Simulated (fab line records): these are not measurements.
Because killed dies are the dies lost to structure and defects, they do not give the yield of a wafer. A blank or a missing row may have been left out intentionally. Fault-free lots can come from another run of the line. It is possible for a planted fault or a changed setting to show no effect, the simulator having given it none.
Code-filled problem report in 8D (eight disciplines) form ; flow sky130 ; the parts of the form that need people (team, actions taken, sign-off) are left out

## 1. PROBLEM STATEMENT
At SKY_SONOS_ONO_STRIP_17, stripTimeToEndpointS averages 13.58 s over 3 wafers from 3 lots, while fault-free wafers read 14.13 s, standard deviation 0.037. That puts it -15 standard deviations away from the usual mean.
The step: strips in O2/N2.
Earliest sighting: wafer L488.5 on plasmaAsher-01 at day 14 06:57. The record holds 34 wafers of 12 lots with a number at this step. By rule, "out" or "out of limits" means more than 4 standard deviations away from the usual mean. All remaining wafers that have a number are taken as sound.

## 2. WHAT IT IS; WHAT IT IS NOT
question;is;is not
which readings at this step;stripTimeToEndpointS;drypumpMotorCurrentA, n2FlowSccm, oesProductAu
which lots;L488, L491, L492;L484, L487, L496, L499, L501, L502, L504, L505, L506
which wafers of those lots;L488.5, L491.6, L492.6;L488.2, L491.2, L491.3, L492.2
read on which tools;plasmaAsher-01, plasmaAsher-03;plasmaAsher-02
when;from day 14 06:57;"up to then (7 sound wafers); but 24 sound wafers of L491, L492, L496, L499, L501, L502, L504, L505, L506 came after"

## 3. THE SUSPECTS, EACH WITH WHAT RULES IT OUT
Counting: if a tool at a process step up to the reading ran every lot that is out, it stays a suspect. Sound lots after the first of them don't rule it out here, since some wafers of a struck lot are sound.
- lithoTrack-01 at SKY_SONOS_ONO_COAT_08 (resist thk 1140 nm): kept. It ran every lot that is out, first L488 (day 13 19:08); its last sound lot up to then is L484 (day 12 09:10).
Left after counting: lithoTrack-01 at SKY_SONOS_ONO_COAT_08.

## 4. THE CAUSE (what the simulator had put in)
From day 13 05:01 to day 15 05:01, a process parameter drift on lithoTrack-01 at SKY_SONOS_ONO_COAT_08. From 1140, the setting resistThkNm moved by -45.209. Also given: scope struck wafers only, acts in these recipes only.
The count eliminated every tool but this one.

## 5. THE EFFECT CHAIN, in route order
Each row: a reading where the mean over the struck wafers with a number is more than 3 standard deviations away from the usual. Scope: only readings with a usual standard deviation given in the record; hours: median across lots of the time from each lot's start at the first step in this table that gives one to its start at this step; sigmas: change in usual standard deviations.
hours;step;reading;usual;on struck wafers;change;sigmas
0;SKY_SONOS_ONO_STRIP_17;stripTimeToEndpointS;14.13 s;13.58;-0.55;-15
Here are the process steps it includes:
- SKY_SONOS_ONO_STRIP_17: strips in O2/N2.

## 6. HOW IT WOULD HAVE BEEN CAUGHT EARLIER
The fault began at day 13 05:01; the first out-of-limits reading in this record came at day 14 06:57, 26 hours later.
Of the tool readings at SKY_SONOS_ONO_COAT_08 for which the record gives a usual standard deviation, none was out on any struck wafer, so an alarm limit of 4 standard deviations on them would not have fired.
Lots out: 3; of these, L491, L492 started SKY_SONOS_ONO_COAT_08 on lithoTrack-01 after day 14 06:57. A hold on the tool at that time would have spared those 2.
